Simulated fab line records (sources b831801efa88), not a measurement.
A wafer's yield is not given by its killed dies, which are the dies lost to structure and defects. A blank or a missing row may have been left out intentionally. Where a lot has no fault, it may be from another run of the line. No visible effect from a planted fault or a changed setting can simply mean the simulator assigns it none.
What tool caused it? + flow sky130 + 33 wafers sampled from 11 lots at 1 step of a route of 708

## WHAT THE GAUGES SHOWED, per wafer
SKY_SONOS_ONO_THK_MEAS_05.
| lot  | measured     | on            | SONOS_ONO_CVD_04_THK (nm) |
|------|--------------|---------------|---------------------------|
| L454 | day 11 16:25 | film metro-03 | 5.50 5.42 5.48            |
| L455 | day 11 23:23 | film metro-03 | 5.79 5.61 5.86            |
| L456 | day 11 23:23 | film metro-01 | 5.65 5.73 5.69            |
| L459 | day 13 19:13 | film metro-01 | 5.91 5.86 5.88            |
| L458 | day 13 22:42 | film metro-01 | 5.77 5.86 5.79            |
| L463 | day 14 12:46 | film metro-02 | 5.81 5.74 5.65            |
| L464 | day 14 19:53 | film metro-03 | 5.90 5.86 5.82            |
| L465 | day 15 06:17 | film metro-02 | 5.73 5.73 5.81            |
| L472 | day 17 18:12 | film metro-03 | 5.66 5.63 5.67            |
| L473 | day 18 01:32 | film metro-01 | 5.82 5.71 5.86            |
| L476 | day 19 01:43 | film metro-03 | 5.87 5.84 5.87            |

## EACH LOT AND THE TOOL THAT RAN IT (in order: tool; ch and the chambers of the sampled wafers; start)
There is no process step in the record ahead of these readings.

## THE ANSWER, worked out from the rows above alone
Rule: the usual values come from the lots themselves. The widest of any qualifying gaps counts: lots, ordered by their means at a reading, are off when they make up no more than a third of the lots, leave a main group of 4 or more, and stand apart from it by 3 or more times the standard deviation of that group's means. The tables above print the reading to a certain number of digits; a main group whose means all agree to those digits is not used. Also off: a lot with no number at a reading for which 4 or more lots have one. The other lots that the step has rows for count as sound.
No lot is off on any of the readings shown, so nothing can be concluded from this.

## WHAT THE SIMULATOR PUT IN
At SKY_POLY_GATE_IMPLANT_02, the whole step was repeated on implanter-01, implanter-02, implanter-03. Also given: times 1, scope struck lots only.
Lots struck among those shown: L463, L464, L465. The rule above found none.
